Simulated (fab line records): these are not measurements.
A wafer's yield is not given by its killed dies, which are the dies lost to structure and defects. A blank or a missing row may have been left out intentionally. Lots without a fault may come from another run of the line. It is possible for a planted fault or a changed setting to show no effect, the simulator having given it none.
What tool caused it? || flow gf180mcu || 12 lots, 36 wafers sampled, at 2 steps of a route of 602

## WHAT THE GAUGES READ, wafer by wafer
GF_V1_CD_MEAS_14: the cd target is 260 nm. Usual: 260.8 nm for cdNm, sd 1.2.
{"lot": "L144", "measured": "day 18 13:43", "on": "cdSem-02", "cdNm (nm)": "261.5 261.8 261.4", "flag": ""}
{"lot": "L147", "measured": "day 19 15:21", "on": "cdSem-01", "cdNm (nm)": "261.0 262.0 262.1", "flag": ""}
{"lot": "L148", "measured": "day 19 17:52", "on": "cdSem-01", "cdNm (nm)": "260.0 261.7 261.8", "flag": ""}
{"lot": "L149", "measured": "day 20 15:06", "on": "cdSem-01", "cdNm (nm)": "261.1 261.0 260.2", "flag": ""}
{"lot": "L151", "measured": "day 20 17:08", "on": "cdSem-01", "cdNm (nm)": "260.5 259.6 260.2", "flag": ""}
{"lot": "L152", "measured": "day 21 16:14", "on": "cdSem-02", "cdNm (nm)": "262.0 261.8 261.4", "flag": ""}
{"lot": "L156", "measured": "day 22 22:58", "on": "cdSem-02", "cdNm (nm)": "260.5 260.6 260.7", "flag": ""}
{"lot": "L160", "measured": "day 23 22:27", "on": "cdSem-02", "cdNm (nm)": "260.0 261.0 260.3", "flag": ""}
{"lot": "L161", "measured": "day 24 12:21", "on": "cdSem-01", "cdNm (nm)": "258.3 258.1 259.3", "flag": ""}
{"lot": "L163", "measured": "day 24 18:51", "on": "cdSem-02", "cdNm (nm)": "259.2 260.0 260.9", "flag": ""}
{"lot": "L166", "measured": "day 25 17:56", "on": "cdSem-02", "cdNm (nm)": "261.9 262.5 262.1", "flag": ""}
{"lot": "L167", "measured": "day 26 11:21", "on": "cdSem-01", "cdNm (nm)": "258.7 259.0 259.3", "flag": ""}

## WHAT TOOL EACH LOT RAN ON (gives the tool, then ch and the chambers of the sampled wafers, and finally the start)
{"lot": "L144", "GF_M1_STRIP_17": "plasmaAsher-02 ch 0,1, day 17 13:06"}
{"lot": "L147", "GF_M1_STRIP_17": "plasmaAsher-04 ch 0,1, day 18 13:47"}
{"lot": "L148", "GF_M1_STRIP_17": "plasmaAsher-02 ch 0, day 18 16:05"}
{"lot": "L149", "GF_M1_STRIP_17": "plasmaAsher-03 ch 0,1, day 19 14:26"}
{"lot": "L151", "GF_M1_STRIP_17": "plasmaAsher-02 ch 0,1, day 19 16:41"}
{"lot": "L152", "GF_M1_STRIP_17": "plasmaAsher-04 ch 0,1, day 20 14:44"}
{"lot": "L156", "GF_M1_STRIP_17": "plasmaAsher-03 ch 0,1, day 21 22:37"}
{"lot": "L160", "GF_M1_STRIP_17": "plasmaAsher-03 ch 0, day 22 22:21"}
{"lot": "L161", "GF_M1_STRIP_17": "plasmaAsher-04 ch 0,1, day 23 13:47"}
{"lot": "L163", "GF_M1_STRIP_17": "plasmaAsher-04 ch 0,1, day 23 20:00"}
{"lot": "L166", "GF_M1_STRIP_17": "plasmaAsher-02 ch 0,1, day 24 19:58"}
{"lot": "L167", "GF_M1_STRIP_17": "plasmaAsher-02 ch 0,1, day 25 13:23"}
- GF_M1_STRIP_17: strips in O2/N2.

## WHAT THE TOOLS THEMSELVES READ (means of the sampled wafers that have a number; where no wafer has one, the mark that the record gives instead)
GF_M1_STRIP_17. Usual: drypumpMotorCurrentA 5.7 A, standard deviation 0.57; heaterPowerW 327 W, standard deviation 30; o2FlowSccm 3000 sccm, standard deviation 8.5; oesProductAu 0.536 a.u., standard deviation 0.0044; stripTimeToEndpointS 7.57 s, standard deviation 0.048.
{"lot": "L144", "tool": "plasmaAsher-02", "drypumpMotorCurrentA (A)": 5.3, "heaterPowerW (W)": 313, "o2FlowSccm (sccm)": 2994, "oesProductAu (a.u.)": 0.539, "stripTimeToEndpointS (s)": 7.57, "flag": ""}
{"lot": "L147", "tool": "plasmaAsher-04", "drypumpMotorCurrentA (A)": 6.5, "heaterPowerW (W)": 353, "o2FlowSccm (sccm)": 3004, "oesProductAu (a.u.)": 0.534, "stripTimeToEndpointS (s)": 7.58, "flag": ""}
{"lot": "L148", "tool": "plasmaAsher-02", "drypumpMotorCurrentA (A)": 5.0, "heaterPowerW (W)": 301, "o2FlowSccm (sccm)": 3004, "oesProductAu (a.u.)": 0.539, "stripTimeToEndpointS (s)": 7.64, "flag": ""}
{"lot": "L149", "tool": "plasmaAsher-03", "drypumpMotorCurrentA (A)": 5.4, "heaterPowerW (W)": 343, "o2FlowSccm (sccm)": 3010, "oesProductAu (a.u.)": 0.534, "stripTimeToEndpointS (s)": 7.53, "flag": ""}
{"lot": "L151", "tool": "plasmaAsher-02", "drypumpMotorCurrentA (A)": 5.3, "heaterPowerW (W)": 311, "o2FlowSccm (sccm)": 2991, "oesProductAu (a.u.)": 0.533, "stripTimeToEndpointS (s)": 7.55, "flag": ""}
{"lot": "L152", "tool": "plasmaAsher-04", "drypumpMotorCurrentA (A)": 6.3, "heaterPowerW (W)": 341, "o2FlowSccm (sccm)": 3009, "oesProductAu (a.u.)": 0.538, "stripTimeToEndpointS (s)": 7.65, "flag": ""}
{"lot": "L156", "tool": "plasmaAsher-03", "drypumpMotorCurrentA (A)": 5.7, "heaterPowerW (W)": 318, "o2FlowSccm (sccm)": 3002, "oesProductAu (a.u.)": 0.534, "stripTimeToEndpointS (s)": 7.53, "flag": ""}
{"lot": "L160", "tool": "plasmaAsher-03", "drypumpMotorCurrentA (A)": 6.0, "heaterPowerW (W)": 289, "o2FlowSccm (sccm)": 2995, "oesProductAu (a.u.)": 0.532, "stripTimeToEndpointS (s)": 7.53, "flag": ""}
{"lot": "L161", "tool": "plasmaAsher-04", "drypumpMotorCurrentA (A)": 6.3, "heaterPowerW (W)": 333, "o2FlowSccm (sccm)": 2999, "oesProductAu (a.u.)": 0.537, "stripTimeToEndpointS (s)": 7.55, "flag": ""}
{"lot": "L163", "tool": "plasmaAsher-04", "drypumpMotorCurrentA (A)": 6.3, "heaterPowerW (W)": 339, "o2FlowSccm (sccm)": 3008, "oesProductAu (a.u.)": 0.538, "stripTimeToEndpointS (s)": 7.60, "flag": ""}
{"lot": "L166", "tool": "plasmaAsher-02", "drypumpMotorCurrentA (A)": 5.5, "heaterPowerW (W)": 318, "o2FlowSccm (sccm)": 3001, "oesProductAu (a.u.)": 0.532, "stripTimeToEndpointS (s)": 7.53, "flag": ""}
{"lot": "L167", "tool": "plasmaAsher-02", "drypumpMotorCurrentA (A)": 5.3, "heaterPowerW (W)": 311, "o2FlowSccm (sccm)": 2990, "oesProductAu (a.u.)": 0.537, "stripTimeToEndpointS (s)": 7.58, "flag": ""}

## THE ANSWER, worked out from the rows above alone
Rule: a lot counts as off when the mean over its wafers that have a number is more than 3 standard deviations away from the usual mean. Also off: a lot with no number at a reading for which 4 or more lots have one. Any other lot the step has rows for is counted as sound. The gauges are gone through in route order, then the tools' own readings, and for those a lot's mean is taken as printed above. At the first step where some lot is off, the reading lying furthest off is the one used; lots without a number count as furthest.
Nothing can be told from this: no lot is off at any reading shown.

## WHAT WAS PUT IN BY THE SIMULATOR
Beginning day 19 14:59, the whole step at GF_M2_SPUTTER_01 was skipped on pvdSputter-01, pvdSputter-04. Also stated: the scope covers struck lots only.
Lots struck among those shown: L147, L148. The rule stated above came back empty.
